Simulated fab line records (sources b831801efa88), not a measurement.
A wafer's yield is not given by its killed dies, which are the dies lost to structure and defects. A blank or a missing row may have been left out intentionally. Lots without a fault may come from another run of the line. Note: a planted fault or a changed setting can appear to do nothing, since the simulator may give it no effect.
Chamber matching | flow sky130 | SKY_VIA4_ETCH_12 on rie diel-04: 4 sister chambers
The step etches SiO2 in C4F8/O2/Ar, stops on TiN, target depth 580 nm. 14 wafers are shown with their chamber, then 7 later ones without.

WAFERS WITH THEIR CHAMBER
wafer  | chamber | chamber pressure mTorr (mTorr) | bias w (W) | oes product au (a.u.)
L716.4 | 1       | 39.95                          | 1195       | 0.922
L716.5 | 2       | 40.01                          | 1201       | 0.930
L716.6 | 3       | 40.02                          | 1199       | 0.924
L725.2 | 2       | 39.95                          | 1195       | 0.925
L725.3 | 0       | 39.96                          | 1201       | 0.919
L725.6 | 2       | 40.00                          | 1200       | 0.923
L727.1 | 0       | 40.00                          | 1199       | 0.927
L727.2 | 2       | 39.97                          | 1198       | 0.924
L727.3 | 3       | 40.04                          | 1201       | 0.929
L728.1 | 2       | 40.03                          | 1201       | 0.919
L728.5 | 0       | 39.99                          | 1202       | 0.923
L728.6 | 2       | 40.00                          | 1200       | 0.925
L729.1 | 0       | 39.99                          | 1202       | 0.922
L729.3 | 2       | 39.96                          | 1204       | 0.924

SIGNATURES, as means of the wafers listed above
reading                | chamber 0 | chamber 1 | chamber 2 | chamber 3 | scatter within a chamber
chamber pressure mTorr | 39.9850   | 39.9500   | 39.9886   | 40.0300   | 0.0249
bias w                 | 1201.00   | 1195.00   | 1199.86   | 1200.00   | 2.34
oes product au         | 0.92275   | 0.92200   | 0.92429   | 0.92650   | 0.0033
Rule: a wafer lies at a distance from a chamber equal to the root of the sum of squares, over the readings, of (its reading less the chamber's mean, divided by the reading's scatter). The wafer belongs to the nearest chamber; if the next one is less than 2 further off, it can't be placed. The scatter: the root of (the sum of the squares of (reading less its chamber's mean) over the shown wafers, divided by (wafers less chambers)).

WAFERS MISSING THEIR CHAMBER
wafer  | chamber pressure mTorr (mTorr) | bias w (W) | oes product au (a.u.)
L729.6 | 39.98                          | 1210       | 0.927
L730.3 | 40.04                          | 1198       | 0.931
L730.5 | 39.94                          | 1196       | 0.928
L730.6 | 40.03                          | 1207       | 0.930
L734.1 | 40.03                          | 1198       | 0.925
L734.5 | 40.06                          | 1203       | 0.927
L734.6 | 40.03                          | 1193       | 0.929

WHICH CHAMBER EACH WENT THROUGH
wafer  | from the rows above               | in truth
L729.6 | can't be placed: 0 or 2 or 3      | 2
L730.3 | can't be placed: 3 or 2 or 0      | 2
L730.5 | can't be placed: 1 or 2 or 0      | 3
L730.6 | can't be placed: 3 or 0 or 2      | 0
L734.1 | can't be placed: 3 or 2 or 0      | 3
L734.5 | can't be placed: 3 or 2 or 0      | 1
L734.6 | can't be placed: 3 or 2 or 1 or 0 | 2
Placed correctly: 0 of 7. From these rows, 7 cannot be placed; in 5 the true chamber is one of the candidates. Placed wrongly: 0.
